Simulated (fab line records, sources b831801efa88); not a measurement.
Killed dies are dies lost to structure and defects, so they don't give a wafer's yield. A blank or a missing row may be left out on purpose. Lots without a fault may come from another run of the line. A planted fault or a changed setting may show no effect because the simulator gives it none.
fab line records | flow sky130
record lots=6 wafers=17 last_day=50
route steps=708 shown VT_ADJUST_PCH@146 SONOS_TUNNEL@154
lots that met no fault: from a run of the same line without faults
start_h: hours from the record's first day to the start of the lot's first wafer shown | wait_h: hours since the lot's step before | " the same as in the row above | L1.1+2: a row that stands for several wafers | - no value, or no start given | * or withheld: withheld | < > ~ a bound
route shown NAME@n: a module of which the file shows steps, and the number in the route of the first | usual: mean/standard deviation of fault-free wafers | same: alike in all rows | chamber/n: place in a boat | sites: the reading at each site | _std_site: their standard deviation | _edge_site: outer sites' mean less inner sites' | radius_mm: how far each site lies from the wafer's centre | mask NAME#n: copy n | behind: the tool/chamber that last shaped the wafer | hold: why the lot was held/for how many hours/how that ended | device: the transistor (n, p or np) that didn't switch | end of line: the same wafers' tests at the end of the route | a step without rows: its recipe alone | killed: dies lost to structure and defects at the first sort, not the wafer's yield | map: a wafer's dies, x killed, . not, _ none there
set.NAME: the setting as run; set.NAME@STEP: as run at that earlier step | model.NAME: the simulator's own value behind a step, which no gauge read
lots at some steps of the route; a table a step, a row a wafer
services: from which hour (start_h, from the record's first day; less than 0 if before it) a tool's chamber was out of use, for how many hours, and why
## steps
# step SKY_VT_ADJUST_PCH_SOFTBAKE_03
# recipe temp_c=110 time_s=withheld
# step SKY_VT_ADJUST_PCH_EXPOSE_04
# recipe mask_id=NWM na=0.6 source_shape=conventional sigma_outer=0.6 polarization=unpolarized target_cd_nm=840 dose_mj=255
# step SKY_VT_ADJUST_PCH_PEB_05
# recipe temp_c=115 time_s=withheld
# step SKY_VT_ADJUST_PCH_DEVELOP_06
# recipe wall_angle_deg=90 developer=TMAH develop_time_s=60 dev_temp_c=23
# step SKY_VT_ADJUST_PCH_OVL_MEAS_07
# usual VT_ADJUST_PCH_OVL=0.8/1.2
# columns lot.wafer tool chamber start_h wait_h VT_ADJUST_PCH_OVL[nm]
L818.2 overlay-02 - 254.16 - 0.7
L818.3 " - " " 0.4
L818.6 " - " " 2.1
L823.2 overlay-01 - 303.56 - 1.7
L823.4 " - " " 0.1
L823.6 " - " " 0.9
L828.1 overlay-01 - 323.79 - 0.9
L828.2 " - " " 1.1
L828.4 " - " " 0.9
L829.3 overlay-01 - 328.07 - 2.3
L829.6 " - " " 0.5
L839.3 overlay-01 - 396.76 - 0.5
L839.4 " - " " 1.3
L839.5 " - " " -1.0
L840.3 overlay-02 - 405.06 - 1.3
L840.4 " - " " 3.4
L840.5 " - " " 1.5
# step SKY_VT_ADJUST_PCH_IMPLANT_08
# recipe species=B energy_kev=10 dose_cm2=5e+11 tilt_deg=withheld
# step SKY_VT_ADJUST_PCH_STRIP_09
# recipe chemistry=O2/N2 power_w=1400 pressure_mtorr=1500 platen_temp_c=withheld o2_flow_sccm=3000 n2_flow_sccm=300 overash_fraction=0.5
# usual drypump_motor_current_A=5.6/0.5 o2_flow_sccm=3001/7.5 oes_product_au=0.722/0.0041 strip_time_to_endpoint_s=36.94/0.12
# columns lot.wafer tool chamber start_h wait_h drypump_motor_current_A o2_flow_sccm oes_product_au rf_hours_counter_h strip_time_to_endpoint_s
L818.2 plasma_asher-03 0 254.41 0.1 6.2 2996 0.725 44 36.92
L818.3 " 0 " " 6.2 2995 0.722 - 36.93
L818.6 " 1 " " 5.6 2994 0.719 - 36.80
L823.2 plasma_asher-02 0 303.74 0.1 4.8 2991 0.717 18 36.88
L823.4 " 1 " " 5.9 3002 0.717 - 36.92
L823.6 " 1 " " 5.9 3007 0.727 - 36.93
L828.1 plasma_asher-02 1 323.98 0.1 5.9 2992 0.716 20 37.04
L828.2 " 0 " " 4.8 2998 0.724 20 37.03
L828.4 " 0 " " 4.8 2999 0.726 - 36.96
L829.3 plasma_asher-03 1 328.27 0.1 5.6 2992 0.726 - 36.84
L829.6 " 1 " " 5.6 2992 0.720 - 36.92
L839.3 plasma_asher-02 0 396.96 0.1 4.7 3007 0.729 - 36.96
L839.4 " 1 " " 5.9 3006 0.720 - 36.96
L839.5 " 1 " " 5.9 3003 0.727 - 36.86
L840.3 plasma_asher-04 0 405.42 0.1 5.2 3009 0.722 - 36.92
L840.4 " 1 " " 6.0 3006 0.724 - 37.01
L840.5 " 0 " " 5.2 2996 0.727 - 36.96
# step SKY_VT_ADJUST_PCH_TW_MEAS_10
# usual VT_ADJUST_PCH_TW=143.3/0.95
# columns lot.wafer tool chamber start_h wait_h VT_ADJUST_PCH_TW
L818.2 film_metro-02 - 254.52 0.1 141.7
L818.3 " - " " 143.0
L818.6 " - " " 142.5
L823.2 film_metro-02 - 303.85 0.1 142.9
L823.4 " - " " 143.3
L823.6 " - " " 143.5
L828.1 film_metro-01 - 324.08 0.1 144.4
L828.2 " - " " 144.6
L828.4 " - " " 144.0
L829.3 film_metro-01 - 328.36 0.1 143.5
L829.6 " - " " 143.9
L839.3 film_metro-01 - 397.05 0.1 143.9
L839.4 " - " " 144.0
L839.5 " - " " 143.9
L840.3 film_metro-02 - 405.51 0.1 143.0
L840.4 " - " " 142.5
L840.5 " - " " 143.6
# step SKY_SONOS_TUNNEL_DEHYDRATE_00
# recipe temp_c=200 time_s=60
# step SKY_SONOS_TUNNEL_HMDS_01
# recipe prime_time_s=60 prime_temp_c=120
# step SKY_SONOS_TUNNEL_COAT_02
# recipe resist=NOVOLAK spin_rpm=3000 resist_thk_nm=1140
# step SKY_SONOS_TUNNEL_SOFTBAKE_03
# recipe temp_c=90 time_s=60 resist=NOVOLAK
# step SKY_SONOS_TUNNEL_EXPOSE_04
# recipe mask_id=TUNM na=0.6 source_shape=conventional sigma_outer=0.6 polarization=unpolarized target_cd_nm=410 dose_mj=136
# same na=0.6
# columns lot.wafer tool chamber start_h wait_h mask
L818.2+3+6 iline_stepper-01 0 267.27 - TUNM#0
L823.2+4+6 iline_stepper-01 0 317.39 - TUNM#0
L828.1+2+4 iline_stepper-01 0 337.08 - TUNM#0
L829.3+6 iline_stepper-01 0 341.94 - TUNM#0
L839.3+4+5 iline_stepper-02 0 411.67 - TUNM#0
L840.3+4+5 iline_stepper-01 0 419.27 - TUNM#0
# step SKY_SONOS_TUNNEL_PEB_05
# recipe temp_c=withheld time_s=* resist=NOVOLAK
# step SKY_SONOS_TUNNEL_DEVELOP_06
# recipe resist=NOVOLAK developer=TMAH develop_time_s=60 dev_temp_c=23
# step SKY_SONOS_TUNNEL_CD_MEAS_07
# recipe target_cd_nm=410
# usual cd_nm=409.6/1.8
# columns lot.wafer tool chamber start_h wait_h cd_nm
L818.2 cd_sem-01 - 278.47 0.1 404.7
L818.3 " - " " 406.3
L818.6 " - " " 408.3
L823.2 cd_sem-01 - 330.39 0.1 410.1
L823.4 " - " " 409.1
L823.6 " - " " 408.2
L828.1 cd_sem-01 - 351.00 0.1 428.8
L828.2 " - " " 412.1
L828.4 " - " " 413.5
L829.3 cd_sem-01 - 355.54 0.1 424.1
L829.6 " - " " 407.6
L839.3 cd_sem-01 - 424.68 0.1 410.1
L839.4 " - " " 410.6
L839.5 " - " " 411.2
L840.3 cd_sem-02 - 433.64 0.1 408.6
L840.4 " - " " 408.2
L840.5 " - " " 409.1
# step SKY_SONOS_TUNNEL_OVL_MEAS_08
# usual SONOS_TUNNEL_OVL=0.3/1.5
# columns lot.wafer tool chamber start_h wait_h SONOS_TUNNEL_OVL[nm]
L818.2 overlay-01 - 278.58 0.1 -0.6
L818.3 " - " " 0.1
L818.6 " - " " -1.0
L823.2 overlay-01 - 330.50 0.1 -0.6
L823.4 " - " " 0.1
L823.6 " - " " -1.2
L828.1 overlay-02 - 351.12 0.1 -0.1
L828.2 " - " " -0.8
L828.4 " - " " 0.8
L829.3 overlay-01 - 355.63 0.1 -0.9
L829.6 " - " " -2.1
L839.3 overlay-01 - 424.78 0.1 2.2
L839.4 " - " " 2.3
L839.5 " - " " 2.4
L840.3 overlay-02 - 433.73 0.1 2.2
L840.4 " - " " 3.1
L840.5 " - " " 2.9
## services
# columns tool chamber start_h hours kind
plasma_asher-02 - 240.68 0.9 repair
iline_stepper-02 - 247.30 1.7 pm
iline_stepper-01 - 270.04 2.1 pm
plasma_asher-03 - 270.39 0.4 repair
iline_stepper-01 - 272.13 - consumable_replace:lamp
iline_stepper-02 0 279.03 - calibration
plasma_asher-04 - 283.36 8.3 repair
iline_stepper-02 - 356.40 8.9 pm
plasma_asher-02 - 357.72 8.3 repair
iline_stepper-02 - 365.38 2.1 pm
iline_stepper-02 - 367.46 - consumable_replace:lamp
iline_stepper-01 0 387.52 - calibration
iline_stepper-02 - 402.34 4.4 pm
iline_stepper-01 - 406.79 1.7 pm
## key
first_sign step=SKY_SONOS_TUNNEL_CD_MEAS_07 reading=cd_nm direction=up sigmas=9.3 usual=409.6 struck=426.4
effect none on later readings
met_at SKY_SONOS_TUNNEL_EXPOSE_04
struck_wafers L828.1,L829.3
sort_left_out L829.3
tester_left_out L828,L829
onset_between 317.39 337.08
fault kind=process_parameter_drift tool=iline_stepper-01 chamber=- onset_h=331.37 steps=SKY_SONOS_TUNNEL_EXPOSE_04 channel=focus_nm offset=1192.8 shape=step end_h=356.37 scope=struck_wafers_only
# tester_left_out: of these lots the tester's yield and bins aren't shown, on N5 and GAA mostly nor the transistor test; their killed dies are dies lost to structure and defects alone, not to doping, threshold or leakage, so they don't give the yield
# sort_left_out: the simulated sort isn't trusted on such a fault, so these wafers' sort isn't shown, and their yield isn't known
